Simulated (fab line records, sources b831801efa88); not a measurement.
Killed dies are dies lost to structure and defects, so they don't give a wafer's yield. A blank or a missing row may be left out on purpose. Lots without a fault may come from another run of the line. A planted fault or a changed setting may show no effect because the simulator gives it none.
fab line records | flow gf180mcu
record lots=5 wafers=15 last_day=33
route steps=602 shown STI@20 DNWELL@32 NWELL@42
lots that met no fault: from a run of the same line without faults
start_h: hours from the record's first day to the start of the lot's first wafer shown | wait_h: hours since the lot's step before | " the same as in the row above | L1.1+2: a row that stands for several wafers | - no value, or no start given | * or withheld: withheld | < > ~ a bound
route shown NAME@n: a module of which the file shows steps, and the number in the route of the first | usual: mean/standard deviation of fault-free wafers | same: alike in all rows | chamber/n: place in a boat | sites: the reading at each site | _std_site: their standard deviation | _edge_site: outer sites' mean less inner sites' | radius_mm: how far each site lies from the wafer's centre | mask NAME#n: copy n | behind: the tool/chamber that last shaped the wafer | hold: why the lot was held/for how many hours/how that ended | device: the transistor (n, p or np) that didn't switch | end of line: the same wafers' tests at the end of the route | a step without rows: its recipe alone | killed: dies lost to structure and defects at the first sort, not the wafer's yield | map: a wafer's dies, x killed, . not, _ none there
set.NAME: the setting as run; set.NAME@STEP: as run at that earlier step | model.NAME: the simulator's own value behind a step, which no gauge read
lots at some steps of the route; a table a step, a row a wafer
services: from which hour (start_h, from the record's first day; less than 0 if before it) a tool's chamber was out of use, for how many hours, and why
## steps
# step GF_STI_CLEAN_19
# recipe chemistry=dHF time_s=19.48 dilution=100:1
# same time_s=19.48
# columns lot.wafer tool chamber start_h wait_h
L074.4+5+6 wet_bench-04 3 27.04 0.0
L077.1+5+6 wet_bench-04 1 42.76 0.0
L084.2+3+5 wet_bench-04 0 77.69 0.0
L089.2+3+4 wet_bench-03 1 103.36 0.0
L092.1+3+5 wet_bench-01 2 118.69 0.0
# step GF_STI_WET_ETCH_20
# recipe chemistry=dHF dilution=100:1 target_depth_nm=20 temp_c=25 dry=ipa_marangoni target=SiO2 time_s=400
# same time_s=400
# columns lot.wafer tool chamber start_h wait_h
L074.4+5+6 wet_bench-03 3 27.06 0.0
L077.1+5+6 wet_bench-01 3 42.77 0.0
L084.2+3+5 wet_bench-01 1 77.70 0.0
L089.2+3+4 wet_bench-01 1 103.38 0.0
L092.1+3+5 wet_bench-03 0 118.71 0.0
# step GF_STI_OXIDATION_21
# recipe temp_c=1000 ambient=O2 stabilise_s=600 purge_s=300 target_thk_a=150 ox_time_s=458
# usual spike_tc_bottom_C=1016/3 spike_tc_centre_C=1001.7/1.1
# same purge_s=300
# columns lot.wafer tool chamber start_h wait_h spike_tc_bottom_C spike_tc_centre_C
L074.4 furnace-02 0 27.18 0.0 1012 1000.9
L074.5 " 0 " " 1011 1001.6
L074.6 " 0 " " 1013 1001.0
L077.1 furnace-01 0 43.46 0.6 1018 1002.9
L077.5 " 0 " " 1019 1000.9
L077.6 " 0 " " 1017 1003.1
L084.2 furnace-01 0 77.82 0.0 1020 1003.0
L084.3 " 0 " " 1018 1002.5
L084.5 " 0 " " 1019 1004.4
L089.2 furnace-02 0 103.49 0.0 1013 1001.7
L089.3 " 0 " " 1013 1001.0
L089.4 " 0 " " 1012 1000.3
L092.1 furnace-01 0 118.83 0.0 1018 1002.8
L092.3 " 0 " " 1019 1003.8
L092.5 " 0 " " 1017 1003.0
# step GF_STI_THK_MEAS_22
# recipe reads=SiO2_of_STI_OXIDATION_21
# usual STI_OXIDATION_01_THK=14.9/0.33
# columns lot.wafer tool chamber start_h wait_h STI_OXIDATION_01_THK[nm]
L074.4 film_metro-03 - 28.33 0.0 15.4
L074.5 " - " " 15.3
L074.6 " - " " 15.3
L077.1 film_metro-01 - 44.59 0.0 15.2
L077.5 " - " " 15.0
L077.6 " - " " 15.1
L084.2 film_metro-03 - 78.96 0.0 15.0
L084.3 " - " " 15.1
L084.5 " - " " 15.1
L089.2 film_metro-03 - 104.63 0.0 14.5
L089.3 " - " " 14.6
L089.4 " - " " 14.7
L092.1 film_metro-03 - 119.95 0.0 14.9
L092.3 " - " " 14.9
L092.5 " - " " 15.1
# step GF_STI_CVD_23
# recipe material=SiO2 target_thk_nm=650 sigma_open_frac=0.3 time_s=108.3 temp_c=600 sih4_flow_sccm=60 pressure_mtorr=6
# same time_s=108.3
# columns lot.wafer tool chamber start_h wait_h
L074.4+5+6 hdpcvd-02 1,2,0 28.40 0.1
L077.1+5+6 hdpcvd-01 2,0,1 44.65 0.1
L084.2+3+5 hdpcvd-01 2,0,1 79.01 0.0
L089.2+3+4 hdpcvd-01 1,2,1 104.68 0.0
L092.1+3+5 hdpcvd-02 0,1,0 120.01 0.1
# step GF_STI_THK_MEAS_24
# recipe reads=SiO2_of_STI_CVD_23
# usual STI_CVD_23_THK=647/5.7
# columns lot.wafer tool chamber start_h wait_h STI_CVD_23_THK[nm]
L074.4 film_metro-04 - 28.47 0.0 649
L074.5 " - " " 650
L074.6 " - " " 651
L077.1 film_metro-04 - 44.72 0.0 644
L077.5 " - " " 649
L077.6 " - " " 642
L084.2 film_metro-03 - 79.10 0.0 643
L084.3 " - " " 647
L084.5 " - " " 649
L089.2 film_metro-01 - 104.77 0.0 653
L089.3 " - " " 647
L089.4 " - " " 654
L092.1 film_metro-03 - 120.09 0.0 648
L092.3 " - " " 647
L092.5 " - " " 653
# step GF_STI_CMP_25
# recipe stop_on=Si3N4 t_overpolish_s=33 down_force_psi=4 platen_rpm=60 target_thk_nm=524.6 pad_velocity_m_s=0.94248
# usual motor_current_A=12.2/2 overpolish_run_s=33.000/0.0096 time_to_endpoint_s=120/4.7
# columns lot.wafer tool chamber start_h wait_h motor_current_A overpolish_run_s time_to_endpoint_s
L074.4 cmp-02 0 28.50 0.0 11.7 32.997 118
L074.5 " 0 " " 12.7 33.017 119
L074.6 " 1 " " 16.5 32.978 123
L077.1 cmp-02 0 44.83 0.1 12.2 32.999 116
L077.6 " 3 " " 10.6 33.000 116
L077.5 " 0 " " 12.4 33.019 113
L084.3 cmp-01 1 79.20 0.1 10.5 33.010 114
L084.2 " 3 " " 11.7 33.000 119
L084.5 " 0 " " 10.0 32.993 126
L089.4 cmp-02 3 104.82 0.0 11.2 33.000 121
L089.2 " 0 " " 13.1 32.998 118
L089.3 " 2 " " 13.3 33.009 123
L092.1 cmp-02 0 120.15 0.1 13.5 33.032 115
L092.3 " 1 " " 16.7 33.000 117
L092.5 " 1 " " 16.3 32.995 120
# step GF_STI_WET_ETCH_26
# recipe chemistry=dHF target_depth_nm=94 target=SiO2 temp_c=25 dilution=10:1 time_s=188
# same time_s=188
# columns lot.wafer tool chamber start_h wait_h
L074.4+5+6 wet_bench-01 2 28.80 0.2
L077.1+5+6 wet_bench-03 1 45.08 0.2
L084.2+3+5 wet_bench-04 1 79.45 0.1
L089.2+3+4 wet_bench-01 3 105.12 0.2
L092.1+3+5 wet_bench-01 1 120.45 0.2
# step GF_STI_WET_ETCH_27
# recipe chemistry=H3PO4 target_depth_nm=160 target=Si3N4 temp_c=160 time_s=1825
# same time_s=1825
# columns lot.wafer tool chamber start_h wait_h
L074.4+5+6 wet_bench-03 3 28.92 0.0
L077.1+5+6 wet_bench-01 1 45.14 0.0
L084.2+3+5 wet_bench-03 3 79.51 0.0
L089.2+3+4 wet_bench-04 0 105.18 0.0
L092.1+3+5 wet_bench-03 2 120.51 0.0
# step GF_STI_WET_ETCH_28
# recipe chemistry=dHF target_depth_nm=20 dry=ipa_marangoni target=SiO2 temp_c=25 dilution=10:1 time_s=40
# same time_s=40
# columns lot.wafer tool chamber start_h wait_h
L074.4+5+6 wet_bench-03 0 29.44 0.0
L077.1+5+6 wet_bench-03 3 45.66 0.0
L084.2+3+5 wet_bench-01 1 80.07 0.0
L089.2+3+4 wet_bench-01 2 105.74 0.0
L092.1+3+5 wet_bench-04 3 121.03 0.0
# step GF_STI_OXIDATION_29
# recipe temp_c=900 ambient=O2 stabilise_s=600 purge_s=300 target_thk_a=100 ox_time_s=1418
# usual spike_tc_bottom_C=915/3 spike_tc_centre_C=901.3/1.2
# same purge_s=300
# columns lot.wafer tool chamber start_h wait_h spike_tc_bottom_C spike_tc_centre_C
L074.4 furnace-02 0 29.46 0.0 912 899.9
L074.5 " 0 " " 910 901.4
L074.6 " 0 " " 912 899.0
L077.1 furnace-02 0 46.51 0.8 911 897.4
L077.5 " 0 " " 912 900.6
L077.6 " 0 " " 912 901.9
L084.2 furnace-02 0 80.44 0.3 912 900.1
L084.3 " 0 " " 913 899.0
L084.5 " 0 " " 913 900.5
L089.2 furnace-01 0 106.42 0.7 919 901.4
L089.3 " 0 " " 918 903.2
L089.4 " 0 " " 919 902.3
L092.1 furnace-02 0 122.49 1.4 912 903.1
L092.3 " 0 " " 915 899.7
L092.5 " 0 " " 914 900.2
# step GF_STI_THK_MEAS_30
# recipe reads=SiO2_of_STI_OXIDATION_29
# usual STI_OXIDATION_02_THK=10.01/0.2
# columns lot.wafer tool chamber start_h wait_h STI_OXIDATION_02_THK[nm]
L074.4 film_metro-04 - 30.88 0.0 10.09
L074.5 " - " " 10.26
L074.6 " - " " 10.26
L077.1 film_metro-04 - 47.91 0.0 10.33
L077.5 " - " " 10.35
L077.6 " - " " 10.47
L084.2 film_metro-01 - 81.84 0.0 10.39
L084.3 " - " " 10.24
L084.5 " - " " 10.36
L089.2 film_metro-03 - 107.83 0.0 10.02
L089.3 " - " " 9.98
L089.4 " - " " 10.08
L092.1 film_metro-03 - 123.88 0.0 10.15
L092.3 " - " " 10.03
L092.5 " - " " 9.88
# step GF_DNWELL_DEHYDRATE_00
# recipe temp_c=200 time_s=60
# same time_s=60
# columns lot.wafer tool chamber start_h wait_h
L074.4+5+6 litho_track-02 0 36.74 5.9
L077.1+5+6 litho_track-04 0 53.50 5.6
L084.2+3+5 litho_track-02 0 88.44 6.6
L089.2+3+4 litho_track-01 0 114.28 6.4
L092.1+3+5 litho_track-01 0 130.45 6.6
# step GF_DNWELL_HMDS_01
# recipe prime_time_s=60 prime_temp_c=120
# same prime_time_s=60
# columns lot.wafer tool chamber start_h wait_h
L074.4+5+6 litho_track-02 0 36.89 0.1
L077.1+5+6 litho_track-04 0 53.65 0.1
L084.2+3+5 litho_track-02 0 88.59 0.1
L089.2+3+4 litho_track-01 0 114.43 0.1
L092.1+3+5 litho_track-01 0 130.60 0.1
# step GF_DNWELL_COAT_02
# recipe spin_rpm=2000 resist_thk_nm=3000
# columns lot.wafer tool chamber start_h wait_h
L074.4+5+6 litho_track-02 0 37.04 0.1
L077.1+5+6 litho_track-04 0 53.80 0.1
L084.2+3+5 litho_track-02 0 88.74 0.1
L089.2+3+4 litho_track-01 0 114.58 0.1
L092.1+3+5 litho_track-01 0 130.75 0.1
# step GF_DNWELL_SOFTBAKE_03
# recipe temp_c=110 time_s=withheld
# columns lot.wafer tool chamber start_h wait_h
L074.4+5+6 litho_track-02 0 37.22 0.1
L077.1+5+6 litho_track-04 0 53.95 0.1
L084.2+3+5 litho_track-02 0 88.90 0.1
L089.2+3+4 litho_track-01 0 114.74 0.1
L092.1+3+5 litho_track-01 0 130.90 0.1
# step GF_DNWELL_EXPOSE_04
# recipe mask_id=DNWELL target_cd_nm=1700 na=0.6 source_shape=conventional sigma_outer=0.6 dose_mj=260
# same na=0.6
# columns lot.wafer tool chamber start_h wait_h mask
L074.4+5+6 iline_stepper-02 0 - - DNWELL#0
L077.1+5+6 iline_stepper-01 0 - - DNWELL#0
L084.2+3+5 iline_stepper-01 0 - - DNWELL#0
L089.2+3+4 iline_stepper-01 0 - - DNWELL#0
L092.1+3+5 iline_stepper-01 0 - - DNWELL#0
# step GF_DNWELL_PEB_05
# recipe temp_c=115 time_s=withheld
# columns lot.wafer tool chamber start_h wait_h
L074.4+5+6 litho_track-02 0 - -
L077.1+5+6 litho_track-02 0 - -
L084.2+3+5 litho_track-02 0 - -
L089.2+3+4 litho_track-01 0 - -
L092.1+3+5 litho_track-01 0 - -
# step GF_DNWELL_DEVELOP_06
# recipe wall_angle_deg=90 develop_time_s=60 dev_temp_c=23
# columns lot.wafer tool chamber start_h wait_h
L074.4+5+6 litho_track-02 0 - -
L077.1+5+6 litho_track-02 0 - -
L084.2+3+5 litho_track-02 0 - -
L089.2+3+4 litho_track-01 0 - -
L092.1+3+5 litho_track-01 0 - -
# step GF_DNWELL_IMPLANT_07
# recipe species=P energy_kev=1500 dose_cm2=1e+13 tilt_deg=0
# columns lot.wafer tool chamber start_h wait_h
L074.4+5+6 implanter-04 0 43.64 -
L077.1+5+6 implanter-03 0 60.52 -
L084.2+3+5 implanter-03 0 95.59 -
L089.2+3+4 implanter-03 0 122.33 -
L092.1+3+5 implanter-03 0 138.55 -
# step GF_DNWELL_STRIP_08
# recipe chemistry=O2/N2 power_w=1400 pressure_mtorr=1500 platen_temp_c=250 o2_flow_sccm=3000 n2_flow_sccm=300 overash_fraction=0.5
# usual drypump_motor_current_A=5.58/0.19 heater_power_w=318/18 oes_product_au=0.723/0.0048 strip_time_to_endpoint_s=36.97/0.094
# columns lot.wafer tool chamber start_h wait_h drypump_motor_current_A heater_power_w oes_product_au rf_hours_counter_h strip_time_to_endpoint_s
L074.4 plasma_asher-03 0 43.75 0.1 5.67 310 0.731 - 36.84
L074.5 " 0 " " 5.65 296 0.730 - 36.85
L074.6 " 1 " " 5.59 298 0.724 - 36.80
L077.1 plasma_asher-01 1 60.67 0.1 5.57 316 0.731 26 36.97
L077.5 " 1 " " 5.59 329 0.724 - 36.98
L077.6 " 0 " " 5.38 330 0.715 - 36.79
L084.2 plasma_asher-01 1 95.72 0.1 5.56 313 0.722 30 37.13
L084.3 " 0 " " 5.41 329 0.723 - 37.00
L084.5 " 0 " " 5.38 330 0.726 - 37.13
L089.2 plasma_asher-01 0 122.45 0.1 5.41 335 0.717 33 37.00
L089.3 " 1 " " 5.53 315 0.726 - 36.98
L089.4 " 0 " " 5.39 328 0.720 - 37.04
L092.1 plasma_asher-04 1 138.70 0.1 6.11 352 0.728 50 37.07
L092.3 " 0 " " 5.41 323 0.718 - 36.98
L092.5 " 0 " " 5.42 327 0.720 - 37.05
# step GF_DNWELL_TW_MEAS_09
# usual DNWELL_TW=1349/10
# columns lot.wafer tool chamber start_h wait_h DNWELL_TW
L074.4 film_metro-01 - 43.85 0.1 1355
L074.5 " - " " 1357
L074.6 " - " " 1355
L077.1 film_metro-02 - 60.77 0.1 1339
L077.5 " - " " 1336
L077.6 " - " " 1336
L084.2 film_metro-03 - 95.83 0.1 1357
L084.3 " - " " 1349
L084.5 " - " " 1357
L089.2 film_metro-03 - 122.56 0.1 1359
L089.3 " - " " 1353
L089.4 " - " " 1353
L092.1 film_metro-01 - 138.80 0.1 1357
L092.3 " - " " 1354
L092.5 " - " " 1356
# step GF_NWELL_DEHYDRATE_00
# recipe temp_c=200 time_s=60
# same time_s=60
# columns lot.wafer tool chamber start_h wait_h
L074.4+5+6 litho_track-02 0 49.59 5.7
L077.1+5+6 litho_track-03 0 67.00 6.2
L084.2+3+5 litho_track-01 0 102.33 6.5
L089.2+3+4 litho_track-03 0 128.63 6.1
L092.1+3+5 litho_track-01 0 146.20 7.4
# step GF_NWELL_HMDS_01
# recipe prime_time_s=60 prime_temp_c=120
# same prime_time_s=60
# columns lot.wafer tool chamber start_h wait_h
L074.4+5+6 litho_track-02 0 49.74 0.1
L077.1+5+6 litho_track-03 0 67.15 0.1
L084.2+3+5 litho_track-01 0 102.48 0.1
L089.2+3+4 litho_track-03 0 128.78 0.1
L092.1+3+5 litho_track-01 0 146.35 0.1
# step GF_NWELL_COAT_02
# recipe spin_rpm=1953 resist_thk_nm=3000
# columns lot.wafer tool chamber start_h wait_h
L074.4+5+6 litho_track-02 0 49.89 0.1
L077.1+5+6 litho_track-03 0 67.30 0.1
L084.2+3+5 litho_track-01 0 102.63 0.1
L089.2+3+4 litho_track-03 0 128.93 0.1
L092.1+3+5 litho_track-01 0 146.50 0.1
# step GF_NWELL_SOFTBAKE_03
# recipe temp_c=110 time_s=withheld
# columns lot.wafer tool chamber start_h wait_h
L074.4+5+6 litho_track-02 0 50.07 0.1
L077.1+5+6 litho_track-03 0 67.45 0.1
L084.2+3+5 litho_track-01 0 102.79 0.1
L089.2+3+4 litho_track-03 0 129.09 0.1
L092.1+3+5 litho_track-01 0 146.65 0.1
# step GF_NWELL_EXPOSE_04
# recipe mask_id=Nwell target_cd_nm=860 na=0.6 source_shape=conventional sigma_outer=0.6 dose_mj=260
# same na=0.6
# columns lot.wafer tool chamber start_h wait_h mask
L074.4+5+6 iline_stepper-01 0 - - Nwell#0
L077.1+5+6 iline_stepper-02 0 - - Nwell#0
L084.2+3+5 iline_stepper-01 0 - - Nwell#0
L089.2+3+4 iline_stepper-02 0 - - Nwell#0
L092.1+3+5 iline_stepper-02 0 - - Nwell#0
# step GF_NWELL_PEB_05
# recipe temp_c=115 time_s=withheld
# columns lot.wafer tool chamber start_h wait_h
L074.4+5+6 litho_track-02 0 - -
L077.1+5+6 litho_track-03 0 - -
L084.2+3+5 litho_track-03 0 - -
L089.2+3+4 litho_track-03 0 - -
L092.1+3+5 litho_track-03 0 - -
# step GF_NWELL_DEVELOP_06
# recipe wall_angle_deg=90 develop_time_s=60 dev_temp_c=23
# columns lot.wafer tool chamber start_h wait_h
L074.4+5+6 litho_track-02 0 - -
L077.1+5+6 litho_track-03 0 - -
L084.2+3+5 litho_track-03 0 - -
L089.2+3+4 litho_track-03 0 - -
L092.1+3+5 litho_track-03 0 - -
# step GF_NWELL_OVL_MEAS_07
# usual NWELL_OVL=0.2/1.3
# columns lot.wafer tool chamber start_h wait_h NWELL_OVL[nm]
L074.4 overlay-01 - 56.74 - 0.5
L074.5 " - " " -0.5
L074.6 " - " " 0.7
L077.1 overlay-02 - 73.50 - -1.7
L077.5 " - " " -2.5
L077.6 " - " " 0.5
L084.2 overlay-02 - 110.26 - 0.6
L084.3 " - " " 1.2
L084.5 " - " " -0.1
L089.2 overlay-02 - 137.06 - 1.8
L089.3 " - " " 0.8
L089.4 " - " " -0.1
L092.1 overlay-02 - 154.50 - 1.3
L092.3 " - " " 1.5
L092.5 " - " " 0.2
# step GF_NWELL_IMPLANT_08
# recipe species=P energy_kev=450 dose_cm2=1.5e+13 tilt_deg=0
# columns lot.wafer tool chamber start_h wait_h
L074.4+5+6 implanter-01 0 56.83 0.1
L077.1+5+6 implanter-02 0 73.54 0.0
L084.2+3+5 implanter-04 0 110.31 0.0
L089.2+3+4 implanter-01 0 137.11 0.0
L092.1+3+5 implanter-01 0 154.54 0.0
# step GF_NWELL_IMPLANT_09
# recipe species=P energy_kev=160 dose_cm2=4e+12 tilt_deg=0
# columns lot.wafer tool chamber start_h wait_h
L074.4+5+6 implanter-01 0 56.98 0.1
L077.1+5+6 implanter-02 0 73.69 0.1
L084.2+3+5 implanter-04 0 110.46 0.1
L089.2+3+4 implanter-01 0 137.26 0.1
L092.1+3+5 implanter-01 0 154.69 0.1
## services
# columns tool chamber start_h hours kind
implanter-01 - 3.44 2.0 repair
furnace-02 - 12.75 2.7 pm
plasma_asher-04 - 15.61 7.4 repair
cmp-02 - 22.25 0.4 repair
hdpcvd-01 1 22.76 5.9 repair
implanter-01 - 28.60 4.7 repair
iline_stepper-02 - 30.02 4.4 pm
implanter-03 - 32.11 1.9 repair
hdpcvd-02 0 32.75 10.2 repair
iline_stepper-01 - 58.39 2.1 pm
cmp-01 - 64.00 4.0 pm
hdpcvd-02 - 67.07 0.7 repair
plasma_asher-04 - 70.05 0.6 repair
iline_stepper-01 - 70.72 1.7 pm
hdpcvd-02 2 75.63 5.5 repair
implanter-01 - 77.81 1.3 repair
hdpcvd-01 2 82.50 5.8 repair
implanter-04 - 84.61 2.6 repair
implanter-02 - 91.46 1.7 repair
cmp-01 - 105.31 2.3 repair
cmp-02 - 128.96 0.3 repair
iline_stepper-02 - 133.74 1.7 pm
furnace-01 - 135.73 3.2 pm
iline_stepper-02 - 137.56 6.8 repair
## key
fault none
